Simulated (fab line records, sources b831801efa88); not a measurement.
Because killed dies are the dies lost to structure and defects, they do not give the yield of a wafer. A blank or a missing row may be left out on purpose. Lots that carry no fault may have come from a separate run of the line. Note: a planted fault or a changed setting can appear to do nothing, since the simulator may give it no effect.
A struck lot beside a sound one -- flow sky130 -- 15 out of 708 route steps
Sound: the wafers L198.4, L198.5, L198.6. The struck wafers were L219.2, L219.4, L219.6. The cause is given at the end.
Order at every step that has rows: each side's tool, ch and its chambers, its first start. Under that, the readings that differ: sound wafers -- struck wafers -- difference of the means -- sigmas: that difference in standard deviations of wafers without a fault.
alike: readings with means less than 2 such deviations apart, plus words and numbers identical on both sides. not compared: withheld readings, readings lacking a value on some wafer, bounds such as >300 that could conceal the same value, and numbers that have no deviation in the record and whose values overlap.
Wherever a step has rows on one side only, a row that says differs or no value, or a row with sigmas, the two part there. When numbers do not overlap yet have no deviation, they are printed without sigmas and do not part them. A reading missing from all wafers of one side parts the sides only when that side holds two or more wafers.

SKY_LDD_N_OVL_MEAS_07:
  struck on overlay-02, day 25 11:22; sound on overlay-02, day 17 15:28
  alike: LDD_N_OVL
then, 8 steps without rows for these wafers: SKY_LDD_N_IMPLANT_08; SKY_LDD_N_IMPLANT_09; SKY_LDD_N_IMPLANT_10; SKY_LDD_N_IMPLANT_11; SKY_LDD_N_IMPLANT_12; SKY_LDD_N_IMPLANT_13; SKY_LDD_N_IMPLANT_14; SKY_LDD_N_IMPLANT_15.
SKY_LDD_N_STRIP_16: strips in O2/N2.
  sound on plasma asher-02 ch 0,1, day 17 16:43; struck on plasma asher-04 ch 0,1, day 25 12:35
  alike: drypump motor current A, n2 flow sccm, oes product au, strip time to endpoint s
  not compared: rf hours counter h
SKY_LDD_N_TW_MEAS_17:
  struck on film metro-03, day 25 12:42; sound on film metro-03, day 17 16:49
  alike: LDD_N_TW
then, 1 step without rows for these wafers: SKY_LDD_P_DEHYDRATE_00 (time 60 s).
SKY_LDD_P_HMDS_01: prime time 60 s.
  sound on litho track-02 ch 0, day 18 06:08; struck on litho track-02 ch 0, day 26 02:35
reading,sound,struck,difference,sigmas
prime temp c (C),120.04 120.03 120.12,118.42 118.32 118.39,-1.69,-13
then, 2 steps without rows for these wafers: SKY_LDD_P_COAT_02 (resist thk 1140 nm); SKY_PAD_OPEN_PROBE_99.

WHERE THEY PART
At SKY_LDD_P_HMDS_01 and nowhere else, as far as this record goes.

WHY: what the simulator had put in
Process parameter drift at SKY_LDD_P_HMDS_01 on litho track-02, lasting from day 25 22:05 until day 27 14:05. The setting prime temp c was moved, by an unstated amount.
